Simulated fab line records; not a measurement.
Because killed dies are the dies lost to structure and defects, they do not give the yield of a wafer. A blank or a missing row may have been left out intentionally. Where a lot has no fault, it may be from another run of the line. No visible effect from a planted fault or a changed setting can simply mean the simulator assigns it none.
One fault seen from 2 desks -- flow gf180mcu -- only its own numbers are on each desk; what lay behind them is given at the end

== METROLOGY DESK ==
Means of the sampled wafers that have a number, per lot and without regard to the tool the lot ran on: this is what the gauges read. A lot is out of limits, marked OUT, if its mean lies more than 4 standard deviations from the usual mean; the brackets give that distance.
Columns: A = HV_LDD_CVD_54_THK at GF_HV_LDD_THK_MEAS_55, usual 10.08 nm
lot,first seen here,A
L882,day 12 19:11,10.07
L883,day 12 21:12,10.10
L886,day 14 05:17,9.99
L887,day 14 09:37,10.04
L889,day 15 08:43,10.08
L890,day 15 16:02,10.07
L891,day 15 20:46,10.00
L892,day 16 04:46,10.07
L893,day 16 14:02,9.99
L894,day 16 19:40,10.20
L895,day 16 21:56,10.00
L902,day 18 23:17,9.78
L903,day 19 09:11,10.19
Finding of this desk: none of the 13 lots has anything out of limits.

== FOR THE TOOL OWNER'S DESK: plasmaAsher-04 ==
The tool's own readings at GF_VT_IMPLANT_STRIP_20 (strips in O2/N2): means of the sampled wafers that have a number, for each lot that ran on this tool. A lot is out of limits, marked OUT, if its mean lies more than 4 standard deviations from the usual mean; the brackets give that distance.
Columns: A = drypumpMotorCurrentA at GF_VT_IMPLANT_STRIP_20, usual 5.8 A; B = heaterPowerW at GF_VT_IMPLANT_STRIP_20, usual 323 W; C = n2FlowSccm at GF_VT_IMPLANT_STRIP_20, usual 300.1 sccm; D = oesProductAu at GF_VT_IMPLANT_STRIP_20, usual 0.716 a.u.; E = stripTimeToEndpointS at GF_VT_IMPLANT_STRIP_20, usual 12.63 s
lot,first seen here,A,B,C,D,E
L882,day 6 13:34,5.8,325,300.0,0.717,12.64
L886,day 7 15:21,5.8,323,299.7,0.708,12.61
L889,day 8 08:29,5.8,328,300.7,0.718,12.61
L890,day 8 17:36,5.8,331,300.2,0.721,12.63
L891,day 8 21:03,5.6,344,300.1,0.713,12.67
L902,day 11 11:20,5.8,332,300.4,0.680 (-8.3) OUT,13.60 (+25) OUT
L903,day 11 19:38,5.4,351,299.7,0.675 (-9.5) OUT,13.51 (+23) OUT
This desk's finding: out of limits on L902, L903; first on L902, day 11 11:20 (oesProductAu at GF_VT_IMPLANT_STRIP_20). In limits: L882, L886, L889, L890, L891.

== PUT TOGETHER ==
An alarm could have come from the tool owner's desk at day 11 11:20, on L902, L903.
The metrology desk saw nothing out of limits.
The metrology desk has L902, L903 on record, within its limits.
Of the lots named, all ran GF_VT_IMPLANT_STRIP_20 on plasmaAsher-04.

== WHAT WAS PUT IN BY THE SIMULATOR ==
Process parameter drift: plasmaAsher-04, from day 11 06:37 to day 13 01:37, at GF_VT_IMPLANT_STRIP_20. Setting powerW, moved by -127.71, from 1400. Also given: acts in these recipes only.
Lots struck among those shown: L902, L903.
Delay in hours, fault start to first out-of-limits reading, by desk: the tool owner's desk at 5.
